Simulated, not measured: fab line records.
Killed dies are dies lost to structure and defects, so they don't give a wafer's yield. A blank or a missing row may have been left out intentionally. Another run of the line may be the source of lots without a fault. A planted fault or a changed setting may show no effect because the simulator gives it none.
fab line records + flow sky130
[record]
- lots = 14
- wafers = 42
- last-day = 50
route steps=708 shown PWDE@53 VT_ADJUST_HVTP@85
lots with no fault: from the same line, run without faults
start-h: start of the lot's first displayed wafer, in hours after the record's first day + wait-h: hours since the lot's step before + " repeats the value in the row above + L1.1+2: one row covering several wafers at once + - either no value or no given start + * or withheld: withheld + < > ~ a bound
route shown NAME@n: NAME is a module with steps in the file, n the number in the route of the first one + usual: mean/standard deviation of fault-free wafers + same: alike in all rows + chamber/n: place in a boat + sites: readings site by site + _std_site: standard deviation across them + _edge_site: outer sites' mean less inner sites' + radius-mm: how far each site lies from the wafer's centre + mask NAME#n: copy n + behind: tool/chamber where the wafer was last shaped + hold: the reason the lot was held/the length of the hold in hours/how it ended + device: transistor that didn't switch, given as n, p or np + end of line: the tests these same wafers got at the end of their route + for a step that has no rows: nothing shown but its recipe + killed: dies that structure and defects cost at the first sort, which is not the same as the wafer's yield + map: dies across one wafer; x = killed, . = not, _ = none there
set.NAME: the setting that was run; set.NAME@STEP: the one run at that earlier step + model.NAME: the simulator's own value behind a step, which no gauge read
route steps across a sampled set of lots; one table per step, one row per wafer
services: a tool's chamber out of use, with start hour (start-h, from the record's first day; less than 0 if before it), hours out, and reason
[[steps]]
[step SKY_PWDE_IMPLANT_08]
[recipe]
- species = B
- energy-kev = 150
- dose-cm2 = 3.6e+12
- tilt-deg = withheld
[usual]
- faraday-current-uA = 20.3/0.42
| lot.wafer | tool         | chamber | start-h | wait-h | faraday-current-uA |
|-----------|--------------|---------|---------|--------|--------------------|
| L243.2    | implanter-03 | 0       | 70.87   | 0.0    | 20.8               |
| L243.5    | "            | 0       | "       | "      | 19.9               |
| L243.6    | "            | 0       | "       | "      | 19.9               |
| L245.1    | implanter-01 | 0       | 80.14   | 0.0    | 20.0               |
| L245.5    | "            | 0       | "       | "      | 20.1               |
| L245.6    | "            | 0       | "       | "      | 20.4               |
| L244.1    | implanter-02 | 0       | 82.05   | 0.0    | 20.9               |
| L244.3    | "            | 0       | "       | "      | 19.7               |
| L244.5    | "            | 0       | "       | "      | 20.3               |
| L246.3    | implanter-01 | 0       | 87.99   | 0.1    | 19.1               |
| L246.5    | "            | 0       | "       | "      | 20.6               |
| L246.6    | "            | 0       | "       | "      | 20.7               |
| L247.1    | implanter-03 | 0       | 95.46   | 0.0    | 20.6               |
| L247.4    | "            | 0       | "       | "      | 19.9               |
| L247.5    | "            | 0       | "       | "      | 20.5               |
| L248.1    | implanter-01 | 0       | 98.29   | 0.0    | 19.9               |
| L248.2    | "            | 0       | "       | "      | 20.1               |
| L248.3    | "            | 0       | "       | "      | 20.6               |
| L249.1    | implanter-01 | 0       | 104.36  | 0.0    | 20.9               |
| L249.3    | "            | 0       | "       | "      | 20.8               |
| L249.4    | "            | 0       | "       | "      | 20.6               |
| L250.1    | implanter-03 | 0       | 112.90  | 0.0    | 20.5               |
| L250.2    | "            | 0       | "       | "      | 20.3               |
| L250.3    | "            | 0       | "       | "      | 19.6               |
| L251.1    | implanter-03 | 0       | 115.40  | 0.0    | 20.7               |
| L251.2    | "            | 0       | "       | "      | 20.2               |
| L251.3    | "            | 0       | "       | "      | 20.1               |
| L252.1    | implanter-02 | 0       | 121.81  | 0.0    | 20.6               |
| L252.5    | "            | 0       | "       | "      | 19.8               |
| L252.6    | "            | 0       | "       | "      | 20.5               |
| L258.1    | implanter-02 | 0       | 159.21  | 0.0    | 21.0               |
| L258.2    | "            | 0       | "       | "      | 20.9               |
| L258.4    | "            | 0       | "       | "      | 20.2               |
| L259.1    | implanter-02 | 0       | 162.01  | 0.0    | 20.2               |
| L259.2    | "            | 0       | "       | "      | 20.8               |
| L259.3    | "            | 0       | "       | "      | 20.3               |
| L262.2    | implanter-03 | 0       | 178.03  | 0.0    | 20.5               |
| L262.3    | "            | 0       | "       | "      | 20.0               |
| L262.6    | "            | 0       | "       | "      | 20.6               |
| L263.2    | implanter-03 | 0       | 184.02  | 0.0    | 19.4               |
| L263.3    | "            | 0       | "       | "      | 19.9               |
| L263.6    | "            | 0       | "       | "      | 20.2               |
[step SKY_NWELL_RS_MEAS_31]
[recipe]
- thk-meas-gauge = four-point-probe
[usual]
- PWDE_RS = 5278/17
| lot.wafer | tool          | chamber | start-h | wait-h | hold                     | PWDE_RS[ohm/sq] |
|-----------|---------------|---------|---------|--------|--------------------------|-----------------|
| L243.2    | film-metro-01 | -       | 108.60  | 0.1    | -                        | 5278            |
| L243.5    | "             | -       | "       | "      | -                        | 5298            |
| L243.6    | "             | -       | "       | "      | -                        | 5292            |
| L245.1    | film-metro-04 | -       | 118.63  | 0.1    | -                        | 5273            |
| L245.5    | "             | -       | "       | "      | -                        | 5278            |
| L245.6    | "             | -       | "       | "      | -                        | 5282            |
| L244.1    | film-metro-01 | -       | 120.51  | 0.1    | -                        | 5257            |
| L244.3    | "             | -       | "       | "      | -                        | 5273            |
| L244.5    | "             | -       | "       | "      | -                        | 5258            |
| L246.3    | film-metro-04 | -       | 127.19  | 0.1    | -                        | 5268            |
| L246.5    | "             | -       | "       | "      | -                        | 5297            |
| L246.6    | "             | -       | "       | "      | -                        | 5272            |
| L247.1    | film-metro-01 | -       | 134.58  | 0.1    | -                        | 5292            |
| L247.4    | "             | -       | "       | "      | -                        | 5286            |
| L247.5    | "             | -       | "       | "      | -                        | 5307            |
| L248.1    | film-metro-01 | -       | 137.93  | 0.1    | -                        | 5257            |
| L248.2    | "             | -       | "       | "      | -                        | 5244            |
| L248.3    | "             | -       | "       | "      | -                        | 5245            |
| L249.1    | film-metro-01 | -       | 143.90  | 0.1    | -                        | 5257            |
| L249.3    | "             | -       | "       | "      | -                        | 5271            |
| L249.4    | "             | -       | "       | "      | -                        | 5270            |
| L250.1    | film-metro-02 | -       | 152.81  | 0.1    | -                        | 5279            |
| L250.2    | "             | -       | "       | "      | -                        | 5294            |
| L250.3    | "             | -       | "       | "      | -                        | 5284            |
| L251.1    | film-metro-04 | -       | 155.11  | 0.1    | -                        | 5278            |
| L251.2    | "             | -       | "       | "      | -                        | 5288            |
| L251.3    | "             | -       | "       | "      | -                        | 5286            |
| L252.1    | film-metro-02 | -       | 162.68  | 0.1    | -                        | 5294            |
| L252.5    | "             | -       | "       | "      | -                        | 5299            |
| L252.6    | "             | -       | "       | "      | -                        | 5279            |
| L258.1    | film-metro-04 | -       | 202.61  | 0.1    | await-dispo/0.2h/release | 5616            |
| L258.2    | "             | -       | "       | "      | await-dispo/0.2h/release | 5585            |
| L258.4    | "             | -       | "       | "      | await-dispo/0.2h/release | 5276            |
| L258.1    | film-metro-04 | -       | 202.89  | 0.3    | -                        | 5609            |
| L258.2    | "             | -       | "       | "      | -                        | 5584            |
| L258.4    | "             | -       | "       | "      | -                        | 5270            |
| L259.1    | film-metro-01 | -       | 205.55  | 0.1    | await-dispo/0.2h/release | 5573            |
| L259.2    | "             | -       | "       | "      | await-dispo/0.2h/release | 5580            |
| L259.3    | "             | -       | "       | "      | await-dispo/0.2h/release | 5261            |
| L259.1    | film-metro-01 | -       | 205.83  | 0.3    | -                        | 5564            |
| L259.2    | "             | -       | "       | "      | -                        | 5580            |
| L259.3    | "             | -       | "       | "      | -                        | 5266            |
| L262.2    | film-metro-02 | -       | 224.22  | 0.1    | -                        | 5263            |
| L262.3    | "             | -       | "       | "      | -                        | 5271            |
| L262.6    | "             | -       | "       | "      | -                        | 5261            |
| L263.2    | film-metro-02 | -       | 230.28  | 0.1    | -                        | 5288            |
| L263.3    | "             | -       | "       | "      | -                        | 5297            |
| L263.6    | "             | -       | "       | "      | -                        | 5287            |
[step SKY_VT_ADJUST_HVTP_DEHYDRATE_00]
[recipe]
- temp-c = 200
- time-s = 60
[same]
- time-s = 60
| lot.wafer  | tool           | chamber | start-h | wait-h | hold                     |
|------------|----------------|---------|---------|--------|--------------------------|
| L243.2+5+6 | litho-track-01 | 0       | 117.54  | 8.9    | -                        |
| L245.1+5+6 | litho-track-02 | 0       | 127.41  | 8.8    | -                        |
| L244.1+3+5 | litho-track-02 | 0       | 129.56  | 9.0    | -                        |
| L246.3+5+6 | litho-track-02 | 0       | 136.46  | 9.2    | -                        |
| L247.1+4+5 | litho-track-02 | 0       | 144.01  | 9.4    | -                        |
| L248.1+2+3 | litho-track-01 | 0       | 147.16  | 9.2    | -                        |
| L249.1+3+4 | litho-track-02 | 0       | 153.41  | 9.5    | -                        |
| L250.1+2+3 | litho-track-02 | 0       | 162.66  | 9.8    | -                        |
| L251.1+2+3 | litho-track-01 | 0       | 164.46  | 9.3    | -                        |
| L252.1+5+6 | litho-track-03 | 0       | 172.39  | 9.7    | -                        |
| L258.1+2+4 | litho-track-02 | 0       | 213.76  | 10.8   | await-dispo/2.5h/release |
| L259.1+2+3 | litho-track-01 | 0       | 216.66  | 10.8   | await-dispo/1.8h/release |
| L262.2+3+6 | litho-track-03 | 0       | 235.52  | 11.3   | -                        |
| L263.2+3+6 | litho-track-01 | 0       | 241.34  | 11.0   | -                        |
[[services]]
| tool         | chamber | start-h | hours | kind   |
|--------------|---------|---------|-------|--------|
| implanter-03 | -       | 51.86   | 2.0   | repair |
| implanter-01 | -       | 53.26   | 3.0   | repair |
| implanter-02 | -       | 60.28   | 1.4   | repair |
| implanter-02 | -       | 146.85  | 1.4   | repair |
| implanter-02 | -       | 172.55  | 4.2   | pm     |
| implanter-01 | -       | 187.36  | 3.7   | pm     |
| implanter-03 | -       | 220.81  | 15.0  | repair |
| implanter-02 | -       | 228.54  | 6.7   | repair |
| implanter-02 | -       | 237.43  | 7.6   | pm     |
[[key]]
[first-sign]
- step = SKY_NWELL_RS_MEAS_31
- reading = PWDE_RS
- direction = up
- sigmas = 19
- usual = 5278
- struck = 5589
[effect]
- step = SKY_NWELL_RS_MEAS_31
- reading = hold
- direction = added
met-at SKY_PWDE_IMPLANT_08
struck-lots L258,L259
struck-wafers L258.1,L258.2,L259.1,L259.2
tester-left-out L258,L259
onset-between 121.81 159.21
[fault]
- kind = process-parameter-drift
- tool = implanter-02
- chamber = -
- onset-h = 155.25
- steps = SKY_PWDE_IMPLANT_08
- channel = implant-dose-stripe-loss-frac
- offset = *
- shape = step
- end-h = 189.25
- scope = struck-wafers-only
// tester-left-out: of these lots the tester's yield and bins aren't shown, on N5 and GAA mostly nor the transistor test; their killed dies are dies lost to structure and defects alone, not to doping, threshold or leakage, so they don't give the yield
